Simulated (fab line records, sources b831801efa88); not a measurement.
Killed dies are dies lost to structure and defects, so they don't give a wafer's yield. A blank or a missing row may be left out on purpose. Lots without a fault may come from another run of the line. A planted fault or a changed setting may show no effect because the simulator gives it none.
Which tool did it? | flow sfq_line | 7 lots, 21 wafers sampled, at 4 steps of a route of 325

WHAT THE GAUGES READ, wafer by wafer
SFQ_I5_OVL_MEAS_936.
lot  | measured     | on         | I5_OVL (nm)
L828 | day 71 11:15 | overlay-01 | -1 2 1
L830 | day 71 20:59 | overlay-02 | -8 0 -2
L833 | day 74 06:08 | overlay-01 | -7 -4 -3
L842 | day 77 01:28 | overlay-02 | -1 2 3
L845 | day 77 05:04 | overlay-02 | 4 1 -1
L848 | day 78 06:56 | overlay-02 | -4 -1 0
L850 | day 78 13:07 | overlay-02 | -7 -11 -4

WHICH TOOL RAN EACH LOT (tool, then ch and the chambers of the sampled wafers, then the start)
lot  | SFQ_TRILAYER_M4_ETCH_METAL_ETCH_096 | SFQ_TRILAYER_M5_STRIP_STRIP_127   | SFQ_TRILAYER_R5_DEP_SPUTTER_133
L828 | rie_metal-03 ch 0,1, day 58 01:34   | rie_metal-02 ch 1, day 63 18:05   | pvd_sputter-05, day 64 01:13
L830 | rie_metal-04 ch 0,1, day 58 14:46   | rie_metal-01 ch 0, day 64 08:13   | pvd_sputter-03, day 64 15:02
L833 | rie_metal-04 ch 0,1, day 60 04:06   | rie_metal-04 ch 1, day 68 14:14   | pvd_sputter-06, day 69 09:17
L842 | rie_metal-03 ch 0, day 63 00:58     | rie_metal-01 ch 0,1, day 70 23:32 | pvd_sputter-06, day 71 04:37
L845 | rie_metal-04 ch 0,1, day 63 13:28   | rie_metal-01 ch 0,1, day 71 12:56 | pvd_sputter-03, day 71 17:49
L848 | rie_metal-04 ch 0,1, day 63 23:01   | rie_metal-02 ch 0,1, day 72 00:52 | pvd_sputter-05, day 72 05:57
L850 | rie_metal-04 ch 0, day 64 18:20     | rie_metal-02 ch 0,1, day 73 07:30 | pvd_sputter-05, day 73 12:35
- SFQ_TRILAYER_M4_ETCH_METAL_ETCH_096: etches Nb in Cl2/Ar, stops on SiO2, target depth 240 nm, time 120 s.
- SFQ_TRILAYER_M5_STRIP_STRIP_127: strips in O2.
- SFQ_TRILAYER_R5_DEP_SPUTTER_133: material MoNx, target thk 40 nm, time 66.7 s.

THE ANSWER, worked out from the rows above alone
Rule: what is usual is taken from the lots themselves. Put in order of their means at a reading, lots are off if they are a third of the lots or fewer, leave a main group of 4 or more, and stand apart from it by a gap of 3 or more times the standard deviation of the main group's means; of several such gaps the widest counts. A main group whose means are all the same, to the digits that the tables above print for the reading, isn't used. A lot without any number at a reading at which 4 lots or more have one is off too. The other lots that the step has rows for count as sound.
No lot is off at any reading shown: from this, nothing can be told.

WHAT THE SIMULATOR HAD PUT IN
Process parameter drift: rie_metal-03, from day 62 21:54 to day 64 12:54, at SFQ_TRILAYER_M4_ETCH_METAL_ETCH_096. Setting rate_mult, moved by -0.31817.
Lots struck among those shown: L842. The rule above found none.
